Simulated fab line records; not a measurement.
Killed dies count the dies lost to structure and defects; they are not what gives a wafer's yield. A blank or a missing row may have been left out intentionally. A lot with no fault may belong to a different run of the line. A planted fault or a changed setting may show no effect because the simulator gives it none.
2 desks looking at one fault || flow sky130 || each desk holds nothing but its own numbers, with what lay behind them at the end

TOOL OWNER'S DESK, furnace-02
The tool's own readings at SKY_GATE_OXIDE_OXIDATION_16 (stabilise 600 s, purge 300 s, target thk 3.57 nm): means of the sampled wafers that have a number, for each lot that ran on this tool. A lot is out of limits, marked OUT, if its mean lies more than 4 standard deviations from the usual mean; the brackets give that distance.
Columns: A = spike-tc-centre-C at SKY_GATE_OXIDE_OXIDATION_16, usual 799.6 C; B = spike-tc-lower-C at SKY_GATE_OXIDE_OXIDATION_16, usual 800.3 C; C = spike-tc-top-C at SKY_GATE_OXIDE_OXIDATION_16, usual 817.0 C; D = spike-tc-upper-C at SKY_GATE_OXIDE_OXIDATION_16, usual 799.4 C; E = tube-center-temp-C at SKY_GATE_OXIDE_OXIDATION_16, usual 800 C; F = tube_center_temp_C_max at SKY_GATE_OXIDE_OXIDATION_16, usual 802.1; G = zone-power-centre-pct at SKY_GATE_OXIDE_OXIDATION_16, usual 15.7 %
{"lot": "L322", "first seen here": "day 19 04:11", "A": 799.7, "B": 801.1, "C": 813.0, "D": 801.2, "E": 800, "F": 802.1, "G": 16.6}
{"lot": "L323", "first seen here": "day 19 20:14", "A": "793.3 (-5.3) OUT", "B": "795.4 (-5.3) OUT", "C": 808.9, "D": "793.9 (-5.0) OUT", "E": "794 (-83) OUT", "F": "796.5 (-16) OUT", "G": 16.5}
{"lot": "L325", "first seen here": "day 20 01:07", "A": "793.6 (-5.0) OUT", "B": "794.7 (-6.2) OUT", "C": 808.9, "D": "794.3 (-4.6) OUT", "E": "794 (-84) OUT", "F": "796.2 (-17) OUT", "G": 16.4}
This desk finds L323, L325 out of limits, L323 being first, at day 19 20:14 (spike-tc-centre-C at SKY_GATE_OXIDE_OXIDATION_16). L322 stayed within limits.

THE METROLOGY DESK
Means of the sampled wafers that have a number, per lot and without regard to the tool the lot ran on: this is what the gauges read. A lot is out of limits, marked OUT, if its mean lies more than 4 standard deviations from the usual mean; the brackets give that distance.
Columns: A = GATE_OXIDE_OVL at SKY_GATE_OXIDE_OVL_MEAS_10, usual 0.6 nm; B = GATE_OXIDE_TW at SKY_GATE_OXIDE_TW_MEAS_14, usual 226.3
{"lot": "L321", "first seen here": "day 18 19:42", "A": 0.0, "B": 227.4}
{"lot": "L322", "first seen here": "day 19 03:40", "A": -0.8, "B": 225.5}
{"lot": "L323", "first seen here": "day 19 18:59", "A": -0.1, "B": 225.6}
{"lot": "L324", "first seen here": "day 19 22:58", "A": -0.7, "B": 226.3}
{"lot": "L325", "first seen here": "day 20 00:08", "A": 2.5, "B": 224.9}
{"lot": "L330", "first seen here": "day 22 00:03", "A": -0.1, "B": 227.0}
This desk's finding: nothing out of limits on any of the 6 lots.

ALL TOGETHER
The tool owner's desk could have raised an alarm at day 19 20:14, on L323, L325.
Nothing out of limits was seen by the metrology desk.
The metrology desk holds a record of L323, L325, inside its limits.
On furnace-02, each named lot ran SKY_GATE_OXIDE_OXIDATION_16.

WHAT HAD BEEN PUT IN BY THE SIMULATOR
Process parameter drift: furnace-02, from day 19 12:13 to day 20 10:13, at SKY_GATE_OXIDE_OXIDATION_16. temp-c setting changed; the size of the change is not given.
Shown lots that were struck: L323, L325.
How many hours passed from the start of the fault until each desk's first out-of-limits reading: the tool owner's desk, 8.
